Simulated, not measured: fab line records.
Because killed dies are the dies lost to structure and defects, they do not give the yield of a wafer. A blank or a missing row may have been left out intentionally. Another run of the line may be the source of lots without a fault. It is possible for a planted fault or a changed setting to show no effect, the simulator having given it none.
Split-lot study ; flow sfq-line ; 5 lots, 23 wafers read, on a route of 325 steps

ABOUT THE SPLIT
At SFQ_TRILAYER_I6_VIA_BARC_OPEN_VIA_ETCH_235 (etches BARC in O2, target depth 125 nm, time 41.7 s), the setting source-w was moved away from the recipe's 500 W on 11 of the 23 wafers read, by -5.8% to +8.6%. For the rest of the wafers, this setting stayed at what the recipe calls for.

The reading comes from the split's own step.

THE READING
KrF_of_TRILAYER_I6_VIA_LITHO_COAT_169.thk-nm (the simulator's own value, which no gauge read), in nm, at SFQ_TRILAYER_I6_VIA_BARC_OPEN_VIA_ETCH_235 (etches BARC in O2, target depth 125 nm, time 41.7 s). No usual value for it is given in the file. Across the 12 wafers here that went through the recipe, the average is 573.6 nm and the standard deviation 2.7 nm.

wafer;tool, chamber at the split;source-w as run, W;against the recipe;KrF_of_TRILAYER_I6_VIA_LITHO_COAT_169.thk-nm, nm;against lot-mates on the recipe
L074.1;rie-diel-04, 0;500;recipe;577.4;-
L074.2;rie-diel-04, 3;500;recipe;576.4;-
L074.3;rie-diel-04, 1;517.2;+3.4%;575.5;-2.1
L074.5;rie-diel-04, 1;517.2;+3.4%;575.6;-2.0
L074.6;rie-diel-04, 0;500;recipe;578.9;-
L075.1;rie-diel-04, 2;483.9;-3.2%;572.7;+0.7
L075.2;rie-diel-04, 1;483.9;-3.2%;573.8;+1.8
L075.3;rie-diel-04, 3;483.9;-3.2%;574.2;+2.2
L075.5;rie-diel-04, 0;500;recipe;572.6;-
L075.6;rie-diel-04, 3;500;recipe;571.5;-
L078.1;rie-diel-04, 3;542.9;+8.6%;569.9;-4.0
L078.2;rie-diel-04, 1;542.9;+8.6%;570.7;-3.1
L078.3;rie-diel-04, 2;542.9;+8.6%;568.4;-5.5
L078.4;rie-diel-04, 0;500;recipe;573.6;-
L078.5;rie-diel-04, 3;500;recipe;574.1;-
L079.2;rie-diel-01, 3;500;recipe;571.1;-
L079.4;rie-diel-01, 3;500;recipe;570.1;-
L079.6;rie-diel-01, 2;500;recipe;570.2;-
L082.2;rie-diel-02, 1;471.2;-5.8%;575.6;+2.2
L082.3;rie-diel-02, 2;500;recipe;572.9;-
L082.4;rie-diel-02, 3;500;recipe;573.9;-
L082.5;rie-diel-02, 3;471.2;-5.8%;575.1;+1.7
L082.6;rie-diel-02, 0;471.2;-5.8%;575.7;+2.3

THE FIT
A straight line over all 23 wafers: KrF_of_TRILAYER_I6_VIA_LITHO_COAT_169.thk-nm changes by -0.319 nm for each +1% of source-w; r = -0.49; the points scatter about the line by 2.4 nm.
The same after taking each lot's own level away (the mean of its wafers on the recipe; 23 wafers): -0.456 nm for each +1%; r = -0.94; scatter 0.7 nm.
Per that fit: largest source-w move, reading shift of 3.9 nm.
The lots' own levels span 570.47 to 577.57 nm, that is 2.6 times the standard deviation above.
So the lot-to-lot level blurs the effect unless lot-mates are compared.
Check: for one of the wafers moved furthest among these (+8.6%), held out of the fit, the line's prediction against its lot-mates is -4.09 nm. Against them it came out at -3.95 nm.

OTHER SPLITS APPLIED TO THESE WAFERS
Before the reading, these wafers also passed through other splits. Each is held against what the fit with the lots' levels taken away leaves over:
other split on the same wafers;wafers away from the commonest value;r with KrF_of_TRILAYER_I6_VIA_LITHO_COAT_169.thk-nm (lot level and that fit taken away)
SFQ_TRILAYER_M5_LITHO_PEB_126 peb-temp-c;10;+0.10
SFQ_TRILAYER_A5B_DEP_PECVD_129 time-s;11;-0.10
SFQ_TRILAYER_R5_DEP_SPUTTER_133 time-s;8;-0.18
SFQ_TRILAYER_R5_BARC_OPEN_METAL_ETCH_177 time-s;5;-0.05
SFQ_TRILAYER_I5_LITHO_PEB_147 peb-time-s;9;+0.11
SFQ_TRILAYER_I5_BARC_OPEN_VIA_ETCH_200 bias-w;11;+0.12
SFQ_TRILAYER_M6_DEP_SPUTTER_157 power-w;9;-0.20
SFQ_TRILAYER_M6_LITHO_PEB_162 peb-time-s;9;-0.12

FILE'S OWN FIT
KrF_of_TRILAYER_I6_VIA_LITHO_COAT_169.thk-nm changes by -0.459 nm for each +1% of source-w, r = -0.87.
